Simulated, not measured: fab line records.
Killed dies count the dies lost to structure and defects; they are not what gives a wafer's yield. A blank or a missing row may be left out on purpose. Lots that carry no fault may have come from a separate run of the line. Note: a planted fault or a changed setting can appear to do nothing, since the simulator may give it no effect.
One fault through the eyes of 2 desks ; flow sky130 ; each desk holds nothing but its own numbers, with what lay behind them at the end

== AT THE TOOL OWNER'S DESK: plasma asher-04 ==
The tool's own readings at SKY_VIA4_STRIP_13 (strips in O2/N2): means of the sampled wafers that have a number, for each lot that ran on this tool. Any lot whose mean is over 4 standard deviations away from the usual mean is out of limits and marked OUT; that distance is given in the brackets.
Columns: A = drypump motor current A at SKY_VIA4_STRIP_13, usual 6.1 A; B = n2 flow sccm at SKY_VIA4_STRIP_13, usual 300.1 sccm; C = oes product au at SKY_VIA4_STRIP_13, usual 0.709 a.u.; D = strip time to endpoint s at SKY_VIA4_STRIP_13, usual 12.79 s
lot;first seen here;A;B;C;D
L172;day 46 20:38;6.3;299.9;0.709;12.76
L173;day 46 21:17;6.3;300.0;0.709;12.80
Result from this desk: across the 2 lots, nothing is out of limits.

== AT THE METROLOGY DESK ==
Lot by lot, what the gauges showed, no matter which tool ran the lot: averages of those sampled wafers that carry a number. Any lot whose mean is over 4 standard deviations away from the usual mean is out of limits and marked OUT; that distance is given in the brackets.
Columns: A = VIA3_OVL at SKY_VIA3_OVL_MEAS_13, usual -2 nm
lot;first seen here;A
L161;day 40 07:55;4
L163;day 40 21:40;-6
L165;day 41 11:49;-7
L172;day 43 22:41;3
L173;day 43 23:22;-5
L176;day 44 15:55;-4
L178;day 45 01:36;-5
L181;day 45 21:36;3
L182;day 46 03:46;-1
L183;day 46 06:11;-3
L184;day 46 10:43;-4
Result from this desk: across the 11 lots, nothing is out of limits.

== TAKEN TOGETHER ==
Nothing out of limits was seen by the tool owner's desk.
Nothing out of limits was seen by the metrology desk.

== WHAT THE SIMULATOR HAD PUT IN ==
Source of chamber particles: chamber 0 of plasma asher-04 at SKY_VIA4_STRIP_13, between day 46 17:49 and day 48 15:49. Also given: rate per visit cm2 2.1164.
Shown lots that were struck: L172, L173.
